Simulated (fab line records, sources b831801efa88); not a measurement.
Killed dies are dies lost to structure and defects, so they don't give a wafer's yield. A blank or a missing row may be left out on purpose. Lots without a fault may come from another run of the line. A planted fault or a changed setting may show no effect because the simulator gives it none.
A struck lot beside a sound one | flow sky130 | 14 steps out of a route of 708
Sound: wafers L690.2, L690.5, L690.6. Struck: wafers L699.1, L699.2, L699.5. The cause comes at the end.
At each step with rows: each side's tool, then ch and its chambers, then its first start. Under that, the readings that differ: sound wafers | struck wafers | difference of the means | sigmas: that difference in standard deviations of wafers without a fault.
alike: readings whose means differ by less than 2 such deviations, and words and numbers that are the same on both sides. not compared: withheld readings, readings that some wafer has no value for, bounds like >300 that may hide the same value, and numbers for which the record gives no deviation and whose values overlap.
The two part at a step that has a row with sigmas, a row that says differs or no value, or rows on one side only. Numbers that don't overlap but have no deviation are shown without sigmas and don't part them. A reading that every wafer of one side lacks parts them only if that side has two wafers or more.

first, 4 steps without rows for these wafers: SKY_PWDE_SOFTBAKE_03; SKY_PWDE_EXPOSE_04 (exposes mask PWDEM, target cd 840 nm); SKY_PWDE_PEB_05; SKY_PWDE_DEVELOP_06 (develop time 60 s).
SKY_PWDE_OVL_MEAS_07:
  sound on overlay-01, day 6 18:37; struck on overlay-02, day 8 21:39
  alike: PWDE_OVL
then, 1 step without rows for these wafers: SKY_PWDE_IMPLANT_08.
SKY_PWDE_STRIP_09: strips in O2/N2.
  sound on plasma_asher-01 ch 0,1, day 6 18:47; struck on plasma_asher-01 ch 0,1, day 8 21:50
  alike: drypump_motor_current_A, oes_product_au, strip_time_to_endpoint_s
  not compared: rf_hours_counter_h
SKY_PWDE_TW_MEAS_10:
  sound on film_metro-03, day 6 18:54; struck on film_metro-03, day 8 21:56
  alike: PWDE_TW
then, 4 steps without rows for these wafers: SKY_NWELL_DEHYDRATE_03 (time 60 s); SKY_NWELL_HMDS_04 (prime time 60 s); SKY_NWELL_COAT_05 (resist thk 3000 nm); SKY_NWELL_SOFTBAKE_06.
SKY_NWELL_EXPOSE_07: exposes mask NWM, target cd 840 nm.
  sound on iline_stepper-01 ch 0, day 7 03:21; struck on iline_stepper-02, day 9 08:48
  no value came back on the struck wafers for exposure_dose_mJ_cm2, focus_offset_nm (nm), stage_vel_mm_s (mm/s); on the sound wafers exposure_dose_mJ_cm2 reads 254.64 254.95 255.01
  alike: mask
then, 1 step without rows for these wafers: SKY_NWELL_PEB_08.

WHERE THEY PART
Only at SKY_NWELL_EXPOSE_07, within this record.

WHY: what the simulator had put in
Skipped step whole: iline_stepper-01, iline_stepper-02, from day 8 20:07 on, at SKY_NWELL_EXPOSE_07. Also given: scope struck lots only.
